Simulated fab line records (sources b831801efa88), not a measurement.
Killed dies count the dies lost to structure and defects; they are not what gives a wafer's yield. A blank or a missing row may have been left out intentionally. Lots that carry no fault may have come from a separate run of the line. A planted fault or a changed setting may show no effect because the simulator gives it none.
Which tool is to blame? -- flow sky130 -- 14 lots with 42 wafers sampled at 5 steps, on a route of 708 steps

WHAT THE GAUGES READ, wafer by wafer
SKY_FIELD_ISO_THK_MEAS_04. Usual: for FIELD_ISO_CVD_03_THK the level is 170.9 nm and the standard deviation is 1.7.
lot,measured,on,FIELD_ISO_CVD_03_THK (nm),flag
L803,day 1 15:19,film_metro-01,171.8 172.1 171.6,
L804,day 1 18:31,film_metro-02,172.8 172.0 171.7,
L806,day 2 05:05,film_metro-01,169.3 169.9 168.7,
L807,day 2 11:32,film_metro-03,170.7 170.9 170.4,
L808,day 2 18:46,film_metro-01,169.6 170.3 169.4,
L809,day 2 20:33,film_metro-03,171.9 172.6 172.5,
L810,day 3 01:58,film_metro-02,174.0 174.0 173.3,
L811,day 3 08:13,film_metro-03,170.6 171.3 169.8,
L812,day 3 10:29,film_metro-02,171.3 171.0 170.5,
L813,day 3 15:29,film_metro-03,171.0 171.3 168.9,
L821,day 5 12:40,film_metro-03,174.0 174.7 174.2,
L823,day 5 17:29,film_metro-02,169.9 169.9 171.3,
L826,day 6 15:08,film_metro-03,171.5 171.6 170.4,
L825,day 6 15:10,film_metro-02,168.9 169.2 167.1,

SKY_NWELL_OVL_MEAS_10. Usual: for NWELL_00_OVL the level is -0.6 nm and the standard deviation is 1.4.
lot,measured,on,NWELL_00_OVL (nm),flag
L803,day 4 14:18,overlay-02,-1.0 -1.2 -0.7,
L804,day 4 21:13,overlay-02,-2.4 -2.7 -2.1,
L806,day 5 08:12,overlay-01,-0.7 -2.0 -2.0,
L807,day 5 12:02,overlay-01,0.5 0.0 -1.4,
L808,day 5 20:19,overlay-01,-2.4 -2.3 -1.0,
L809,day 5 23:00,overlay-01,0.3 2.0 -0.4,
L810,day 6 07:36,overlay-02,0.8 0.7 0.7,
L811,day 6 14:30,overlay-02,0.9 -0.1 0.4,
L812,day 6 16:05,overlay-01,-1.6 -1.5 -0.5,
L813,day 6 18:17,overlay-02,0.9 0.1 0.0,
L821,day 9 06:00,overlay-01,0.9 1.1 -1.3,
L823,day 9 09:59,overlay-02,0.7 0.8 0.6,
L826,day 10 09:20,overlay-01,-4.2 -1.3 -2.9,
L825,day 10 14:53,overlay-01,-1.2 -1.8 0.1,

EACH LOT AND THE TOOL THAT RAN IT (in order: tool; ch and the chambers of the sampled wafers; start)
lot,SKY_FIELD_ISO_ETCH_17,SKY_PWDE_COAT_02,SKY_PWDE_STRIP_09
L803,"rie_si-02 ch 1,2,3, day 2 06:05","litho_track-02 ch 0, day 3 13:21","plasma_asher-01 ch 0,1, day 3 22:04"
L804,"rie_si-01 ch 0,1,3, day 2 09:28","litho_track-02 ch 0, day 3 19:27","plasma_asher-01 ch 0,1, day 4 04:33"
L806,"rie_si-01 ch 1,2,3, day 2 20:29","litho_track-04 ch 0, day 4 06:08","plasma_asher-01 ch 0,1, day 4 15:07"
L807,"rie_si-01 ch 0,1,2, day 3 02:32","litho_track-01 ch 0, day 4 10:33","plasma_asher-01 ch 0,1, day 4 19:16"
L808,"rie_si-01 ch 1,3, day 3 10:50","litho_track-01 ch 0, day 4 17:59","plasma_asher-03 ch 0,1, day 5 02:05"
L809,"rie_si-02 ch 1,2,3, day 3 12:20","litho_track-04 ch 0, day 4 20:20","plasma_asher-01 ch 0,1, day 5 04:40"
L810,"rie_si-02 ch 1,2, day 3 18:35","litho_track-02 ch 0, day 5 03:37","plasma_asher-02 ch 0,1, day 5 12:41"
L811,"rie_si-02 ch 0,1,3, day 4 01:34","litho_track-01 ch 0, day 5 10:39","plasma_asher-03 ch 0,1, day 5 20:40"
L812,"rie_si-01 ch 2,3, day 4 03:34","litho_track-01 ch 0, day 5 13:11","plasma_asher-02 ch 1, day 5 23:07"
L813,"rie_si-02 ch 0,1, day 4 08:17","litho_track-01 ch 0, day 5 15:21","plasma_asher-02 ch 0,1, day 6 01:05"
L821,"rie_si-02 ch 1,2,3, day 6 08:16","litho_track-04 ch 0, day 7 22:14","plasma_asher-01 ch 0,1, day 8 08:58"
L823,"rie_si-02 ch 1,3, day 6 11:28","litho_track-04 ch 0, day 8 01:32","plasma_asher-03 ch 0,1, day 8 12:40"
L826,"rie_si-02 ch 0,1,3, day 7 10:22","litho_track-02 ch 0, day 9 01:31","plasma_asher-03 ch 0,1, day 9 12:17"
L825,"rie_si-01 ch 0,1,2, day 7 10:55","litho_track-02 ch 0, day 9 05:52","plasma_asher-03 ch 0,1, day 9 17:06"
- SKY_FIELD_ISO_ETCH_17: etches Si in HBr/Cl2/O2, target depth 342 nm, time 97.7 s.
- SKY_PWDE_COAT_02: resist thk 3000 nm.
- SKY_PWDE_STRIP_09: strips in O2/N2.

WHAT THE TOOLS THEMSELVES READ (means of the sampled wafers that have a number; where no wafer has one, the mark that the record gives instead)
SKY_FIELD_ISO_ETCH_17. Usual: O2_flow_sccm 6.001 sccm, standard deviation 0.021; drypump_motor_current_A 5.7 A, standard deviation 0.39; oes_product_au 1.002 a.u., standard deviation 0.0078; throttle_valve_pct 25.655 %, standard deviation 0.0094.
lot,tool,O2_flow_sccm (sccm),drypump_motor_current_A (A),oes_product_au (a.u.),throttle_valve_pct (%),flag
L803,rie_si-02,5.976,5.7,1.005,25.653,
L804,rie_si-01,6.004,5.5,1.004,25.653,
L806,rie_si-01,6.001,5.8,1.003,25.651,
L807,rie_si-01,5.991,5.5,0.998,25.656,
L808,rie_si-01,5.991,5.7,0.998,25.660,
L809,rie_si-02,5.986,5.7,1.004,25.664,
L810,rie_si-02,6.015,6.0,0.999,25.652,
L811,rie_si-02,5.998,5.7,0.998,25.649,
L812,rie_si-01,6.009,6.0,1.010,25.662,
L813,rie_si-02,6.006,6.0,0.994,25.665,
L821,rie_si-02,5.991,5.7,1.004,25.651,
L823,rie_si-02,6.005,5.8,1.002,25.651,
L826,rie_si-02,6.008,5.8,1.003,25.649,
L825,rie_si-01,6.003,5.6,0.993,25.657,

SKY_PWDE_STRIP_09. Usual: drypump_motor_current_A 6.0 A, standard deviation 0.48; oes_product_au 0.722 a.u., standard deviation 0.0044; strip_time_to_endpoint_s 37.02 s, standard deviation 0.11.
lot,tool,drypump_motor_current_A (A),oes_product_au (a.u.),strip_time_to_endpoint_s (s),flag
L803,plasma_asher-01,6.2,0.724,37.01,
L804,plasma_asher-01,5.8,0.723,37.06,
L806,plasma_asher-01,5.8,0.717,37.21,
L807,plasma_asher-01,5.8,0.729,37.05,
L808,plasma_asher-03,5.9,0.721,37.06,
L809,plasma_asher-01,5.8,0.721,36.86,
L810,plasma_asher-02,5.8,0.723,37.07,
L811,plasma_asher-03,6.2,0.718,36.97,
L812,plasma_asher-02,6.4,0.724,37.08,
L813,plasma_asher-02,6.1,0.725,36.84,
L821,plasma_asher-01,5.8,0.614,9.12,OFF
L823,plasma_asher-03,5.8,0.612,9.17,OFF
L826,plasma_asher-03,6.2,0.724,37.16,
L825,plasma_asher-03,5.8,0.726,37.06,

THE ANSWER, worked out from the rows above alone
Rule: take the mean of a lot's wafers that have a number; if it is more than 3 standard deviations from the usual mean, the lot is off. A lot without any number at a reading at which 4 lots or more have one is off too. All remaining lots with rows at the step are treated as sound. After the gauges, taken in route order, come the tools' own readings; for these a lot's mean is taken, as printed above. At the first step where some lot is off, the reading lying furthest off is the one used; lots without a number count as furthest.
Off at SKY_PWDE_STRIP_09 (strip_time_to_endpoint_s): L821, L823.
If a tool, at that step or one of the process steps before it, ran each lot that is off and ran no sound lot following the first of them, it fits. One fits: SKY_PWDE_COAT_02 on litho_track-04. A fault onset in the window from L809 (day 4 20:20, its last sound lot) to L821 (day 7 22:14, its first lot off) fits.

WHAT THE SIMULATOR HAD PUT IN
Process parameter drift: litho_track-04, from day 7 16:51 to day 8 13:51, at SKY_PWDE_COAT_02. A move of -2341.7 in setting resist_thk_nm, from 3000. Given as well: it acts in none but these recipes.
Shown lots that were struck: L821, L823. The rule given above showed the same thing.
